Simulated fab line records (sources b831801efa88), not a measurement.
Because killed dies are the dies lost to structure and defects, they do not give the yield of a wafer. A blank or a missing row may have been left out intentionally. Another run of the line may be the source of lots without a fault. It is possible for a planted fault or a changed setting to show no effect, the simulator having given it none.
Matching of chambers | flow gf180mcu | 4 sister chambers for GF_V1_CMP_04 on cmp-02
The step polishes SiO2. 18 wafers are shown with their chamber, then 9 later ones without.

EACH WAFER AND ITS CHAMBER
wafer  | chamber | motor_current_A (A)
L773.1 | 1       | 10.6
L773.3 | 0       | 13.3
L773.6 | 1       | 10.7
L774.1 | 2       | 15.1
L774.4 | 0       | 13.5
L774.6 | 3       | 11.9
L777.1 | 2       | 14.4
L777.5 | 3       | 12.4
L777.6 | 0       | 12.6
L778.4 | 1       | 10.8
L778.5 | 1       | 10.5
L778.6 | 0       | 12.3
L779.1 | 1       | 10.7
L779.5 | 1       | 10.6
L779.6 | 0       | 12.5
L780.3 | 1       | 10.5
L780.4 | 3       | 11.6
L780.5 | 1       | 11.1

SIGNATURES (means of the wafers above)
reading         | chamber 0 | chamber 1 | chamber 2 | chamber 3 | scatter within a chamber
motor_current_A | 12.840    | 10.688    | 14.750    | 11.967    | 0.373
Rule: a wafer lies at a distance from a chamber equal to the root of the sum of squares, over the readings, of (its reading less the chamber's mean, divided by the reading's scatter). If the next closest chamber is less than 2 further off than the closest, the wafer can't be placed; otherwise it belongs to the closest. The scatter: take each reading less its chamber's mean, square it, sum over the shown wafers, divide by the number of wafers less the number of chambers, and take the root.

WAFERS WITHOUT THEIR CHAMBER
wafer  | motor_current_A (A)
L781.2 | 13.3
L781.3 | 14.4
L781.4 | 10.7
L783.2 | 15.2
L783.4 | 12.2
L783.5 | 15.5
L792.1 | 13.0
L792.2 | 10.2
L792.4 | 12.6

THE CHAMBER EACH PASSED THROUGH
wafer  | from the rows above     | in truth
L781.2 | 0                       | 0
L781.3 | 2                       | 2
L781.4 | 1                       | 1
L783.2 | 2                       | 2
L783.4 | can't be placed: 3 or 0 | 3
L783.5 | 2                       | 2
L792.1 | 0                       | 0
L792.2 | 1                       | 1
L792.4 | can't be placed: 0 or 3 | 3
7 of 9 placed correctly. Can't be placed from these rows: 2 (the true chamber is among the candidates in 2). Wrongly placed: 0.
